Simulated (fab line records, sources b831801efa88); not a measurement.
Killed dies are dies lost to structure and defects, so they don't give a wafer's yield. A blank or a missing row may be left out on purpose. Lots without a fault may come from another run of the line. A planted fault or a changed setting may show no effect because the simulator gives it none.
One fault seen from 2 desks | flow gf180mcu | each desk has only its own numbers; what lay behind them comes last

THE METROLOGY DESK
What the gauges read, lot by lot, whatever tool the lot ran on: means of the sampled wafers that have a number. A lot is out of limits, marked OUT, if its mean lies more than 4 standard deviations from the usual mean; the brackets give that distance.
Columns: A = cd_nm at GF_M5_CD_MEAS_07, usual 279.8 nm; B = TOP_METAL_ALCU_RS at GF_TOP_METAL_RS_MEAS_05, usual 0.0325 ohm/sq
lot  | first seen here | A     | B
L674 | day 26 19:52    | 279.9 | 0.0322
L675 | day 26 21:00    | 280.8 | 0.0335
L676 | day 26 23:28    | 280.0 | 0.0323
L677 | day 27 14:58    | 279.3 | 0.0328
L686 | day 30 09:59    | 279.4 | 0.0324
L687 | day 30 11:43    | 279.9 | 0.0322
L688 | day 30 16:17    | 279.8 | 0.0324
L690 | day 31 06:17    | 281.4 | 0.0323
L691 | day 31 10:21    | 280.3 | 0.0320
L692 | day 31 23:46    | 276.6 | 0.0328
L694 | day 32 03:52    | 278.0 | 0.0326
L696 | day 32 13:48    | 279.1 | 0.0331
This desk's finding: nothing out of limits on any of the 12 lots.

THE TOOL OWNER'S DESK: pvd_sputter-03
The tool's own readings at GF_MIM_SPUTTER_07 (material TiN, target thk 60 nm, time 50 s): means of the sampled wafers that have a number, for each lot that ran on this tool. A lot is out of limits, marked OUT, if its mean lies more than 4 standard deviations from the usual mean; the brackets give that distance.
Columns: A = throttle_valve_pct at GF_MIM_SPUTTER_07, usual 30.6 %
lot  | first seen here | A
L677 | day 25 20:44    | 30.7
L686 | day 28 19:55    | 30.6
L687 | day 28 21:38    | 30.7
This desk's finding: nothing out of limits on any of the 3 lots.

PUT TOGETHER
The metrology desk saw nothing out of limits.
The tool owner's desk saw nothing out of limits.

WHAT THE SIMULATOR HAD PUT IN
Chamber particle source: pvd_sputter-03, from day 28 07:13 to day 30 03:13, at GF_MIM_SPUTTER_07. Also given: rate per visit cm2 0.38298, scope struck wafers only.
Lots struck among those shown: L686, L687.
